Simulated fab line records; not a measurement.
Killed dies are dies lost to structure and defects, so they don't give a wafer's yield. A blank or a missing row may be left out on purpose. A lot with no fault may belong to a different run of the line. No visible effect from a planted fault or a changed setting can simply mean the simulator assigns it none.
Matching of chambers + flow gf180mcu + 4 sister chambers for GF_STI_ETCH_14 on rie-si-01
The step etches Si in HBr/Cl2/O2, target depth 360 nm, time 102.9 s. 4 wafers are shown with their chamber, then 7 later ones without.

## WAFERS WITH THEIR CHAMBER
| wafer  | chamber | oes-product-au (a.u.) |
|--------|---------|-----------------------|
| L919.2 | 3       | 0.996                 |
| L919.5 | 2       | 1.022                 |
| L921.1 | 1       | 0.991                 |
| L921.3 | 0       | 1.005                 |

## WAFERS WITH NO CHAMBER GIVEN
| wafer  | oes-product-au (a.u.) |
|--------|-----------------------|
| L921.5 | 0.990                 |
| L923.2 | 0.999                 |
| L923.4 | 0.982                 |
| L923.6 | 0.974                 |
| L926.4 | 0.994                 |
| L926.5 | 1.013                 |
| L926.6 | 1.016                 |

## CHAMBER TAKEN BY EACH
| wafer  | from the rows above               | in truth |
|--------|-----------------------------------|----------|
| L921.5 | can't be placed: 1 or 3 or 0      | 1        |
| L923.2 | can't be placed: 3 or 0 or 1      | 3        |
| L923.4 | can't be placed: 1 or 3 or 0      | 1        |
| L923.6 | can't be placed: 1 or 3 or 0      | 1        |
| L926.4 | can't be placed: 3 or 1 or 0      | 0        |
| L926.5 | can't be placed: 0 or 2 or 3 or 1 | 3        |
| L926.6 | can't be placed: 2 or 0 or 3      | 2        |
Placed correctly: 0 of 7. Not placeable from these rows: 7 (in 7, the candidates include the true chamber). Placed wrongly: 0.
How it was worked out, from the rows above alone: a wafer's distance from a chamber is the root of the sum, over the readings, of the square of ((its reading less the chamber's mean) divided by the reading's scatter). If the next closest chamber is less than 2 further off than the closest, the wafer can't be placed; otherwise it belongs to the closest. Each chamber's mean is taken over the wafers shown for it. The scatter (one wafer shown for each chamber): square how far every hidden wafer sits from the nearest shown wafer, average those squares and take the square root.
